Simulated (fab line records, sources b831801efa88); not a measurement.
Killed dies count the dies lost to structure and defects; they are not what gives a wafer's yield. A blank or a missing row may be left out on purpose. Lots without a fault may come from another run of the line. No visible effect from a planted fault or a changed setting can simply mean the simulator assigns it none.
What tool caused it? ; flow sky130 ; 15 lots with 45 wafers sampled at 4 steps, on a route of 708 steps

== WHAT EACH GAUGE READ, for each wafer ==
SKY_METAL4_OVL_MEAS_14.
lot;measured;on;METAL4_OVL (nm)
L836;day 42 03:05;overlay-01;5 5 4
L837;day 42 11:53;overlay-01;-4 -4 0
L840;day 43 06:18;overlay-02;20 10 16
L841;day 43 11:43;overlay-01;2 -5 -2
L842;day 43 20:29;overlay-02;-1 3 -2
L843;day 44 05:03;overlay-01;6 0 1
L847;day 45 03:07;overlay-01;-3 -3 -1
L850;day 46 06:52;overlay-01;12 4 -3
L851;day 46 07:59;overlay-02;-4 -1 2
L852;day 46 11:44;overlay-02;14 13 8
L853;day 46 17:56;overlay-01;5 7 4
L854;day 46 22:10;overlay-02;-9 -9 -4
L855;day 47 05:52;overlay-01;12 10 9
L856;day 47 07:45;overlay-02;6 11 0
L857;day 47 13:19;overlay-01;-1 -3 -1

SKY_VIA4_BOW_MEAS_03.
lot;measured;on;VIA4_BOW (um)
L836;day 42 04:59;filmMetro-03;79 83 83
L837;day 42 13:34;filmMetro-03;91 85 79
L840;day 43 07:57;filmMetro-01;73 70 68
L841;day 43 13:42;filmMetro-04;66 66 58
L842;day 43 22:03;filmMetro-03;79 72 80
L843;day 44 07:02;filmMetro-01;74 70 68
L847;day 45 04:40;filmMetro-01;82 90 83
L850;day 46 08:51;filmMetro-01;82 79 73
L851;day 46 10:03;filmMetro-04;72 69 60
L852;day 46 13:40;filmMetro-03;72 79 55
L853;day 46 19:32;filmMetro-03;89 74 75
L854;day 46 23:40;filmMetro-01;85 70 81
L855;day 47 07:22;filmMetro-03;83 83 88
L856;day 47 10:14;filmMetro-01;78 82 77
L857;day 47 15:18;filmMetro-04;83 90 74

SKY_VIA4_OVL_MEAS_11.
lot;measured;on;VIA4_OVL (nm)
L836;day 43 03:35;overlay-01;-3.7 -2.3 -4.0
L837;day 43 11:54;overlay-01;0.9 -0.3 -0.4
L840;day 44 06:18;overlay-01;-0.7 0.8 -1.2
L841;day 44 11:57;overlay-01;- - -
L842;day 44 20:39;overlay-01;- - -
L843;day 45 05:11;overlay-02;- - -
L847;day 46 02:01;overlay-02;-2.6 0.1 -1.8
L850;day 47 05:04;overlay-01;-0.4 0.5 1.4
L851;day 47 06:59;overlay-02;-0.3 0.3 1.0
L852;day 47 09:27;overlay-01;0.0 -0.8 -1.1
L853;day 47 15:20;overlay-01;3.9 2.1 1.3
L854;day 47 17:21;overlay-01;-2.8 -1.7 -2.8
L855;day 48 02:12;overlay-02;-2.1 -0.3 -0.3
L856;day 48 04:39;overlay-02;2.0 2.5 1.7
L857;day 48 09:58;overlay-01;0.7 3.4 0.7

== EACH LOT AND THE TOOL THAT RAN IT (in order: tool; ch and the chambers of the sampled wafers; start) ==
lot;SKY_VIA4_EXPOSE_08
L836;ilineStepper-02 ch 0, day 42 16:26
L837;ilineStepper-02 ch 0, day 43 01:00
L840;ilineStepper-02 ch 0, day 43 19:20
L841;ilineStepper-02, day 44 01:17
L842;ilineStepper-02, day 44 09:58
L843;ilineStepper-02, day 44 18:23
L847;ilineStepper-02 ch 0, day 45 15:14
L850;ilineStepper-02 ch 0, day 46 18:26
L851;ilineStepper-02 ch 0, day 46 20:23
L852;ilineStepper-02 ch 0, day 47 00:14
L853;ilineStepper-02 ch 0, day 47 06:23
L854;ilineStepper-01 ch 0, day 47 09:16
L855;ilineStepper-01 ch 0, day 47 16:42
L856;ilineStepper-02 ch 0, day 47 19:14
L857;ilineStepper-02 ch 0, day 48 01:19
- SKY_VIA4_EXPOSE_08: exposes mask VIM4, target cd 800 nm.

== WHAT THE TOOLS THEMSELVES READ (means of the sampled wafers that have a number; where no wafer has one, the mark that the record gives instead) ==
SKY_VIA4_EXPOSE_08.
lot;tool;exposureDoseMJCm2;focusOffsetNm (nm)
L836;ilineStepper-02;132.03;-0.3
L837;ilineStepper-02;132.14;-0.1
L840;ilineStepper-02;132.02;-0.1
L841;ilineStepper-02;-;-
L842;ilineStepper-02;-;-
L843;ilineStepper-02;-;-
L847;ilineStepper-02;132.12;0.1
L850;ilineStepper-02;131.98;-0.9
L851;ilineStepper-02;131.94;0.5
L852;ilineStepper-02;132.02;0.3
L853;ilineStepper-02;132.03;-0.8
L854;ilineStepper-01;132.00;-0.0
L855;ilineStepper-01;131.97;-0.5
L856;ilineStepper-02;131.97;-0.0
L857;ilineStepper-02;132.03;-0.5

== THE ANSWER, worked out from the rows above alone ==
Rule: the lots themselves supply what counts as usual. The widest of any qualifying gaps counts: lots, ordered by their means at a reading, are off when they make up no more than a third of the lots, leave a main group of 4 or more, and stand apart from it by 3 or more times the standard deviation of that group's means. A main group is skipped when, at the precision printed for the reading in the tables above, its means are all equal. Also off: a lot with no number at a reading for which 4 or more lots have one. Any other lot the step has rows for is counted as sound. The gauges are gone through in route order, then the tools' own readings, and for those a lot's mean is taken as printed above. At the first step where some lot is off, the reading lying furthest off is the one used; lots without a number count as furthest.
Off: L841, L842, L843, seen at SKY_VIA4_OVL_MEAS_11 (VIA4_OVL). Without a number there: L841, L842, L843. For the main group the mean is -0.2 nm and the standard deviation 1.7.
A tool fits if, at a process step before that reading, it ran every lot that is off, and no sound lot after the first of them. Not tried: the gauges at SKY_VIA4_OVL_MEAS_11; whatever is off there is also off at SKY_VIA4_EXPOSE_08, on other tools, and gauge error can't account for it. Of those tried, none fits.

== WHAT THE SIMULATOR HAD INSERTED ==
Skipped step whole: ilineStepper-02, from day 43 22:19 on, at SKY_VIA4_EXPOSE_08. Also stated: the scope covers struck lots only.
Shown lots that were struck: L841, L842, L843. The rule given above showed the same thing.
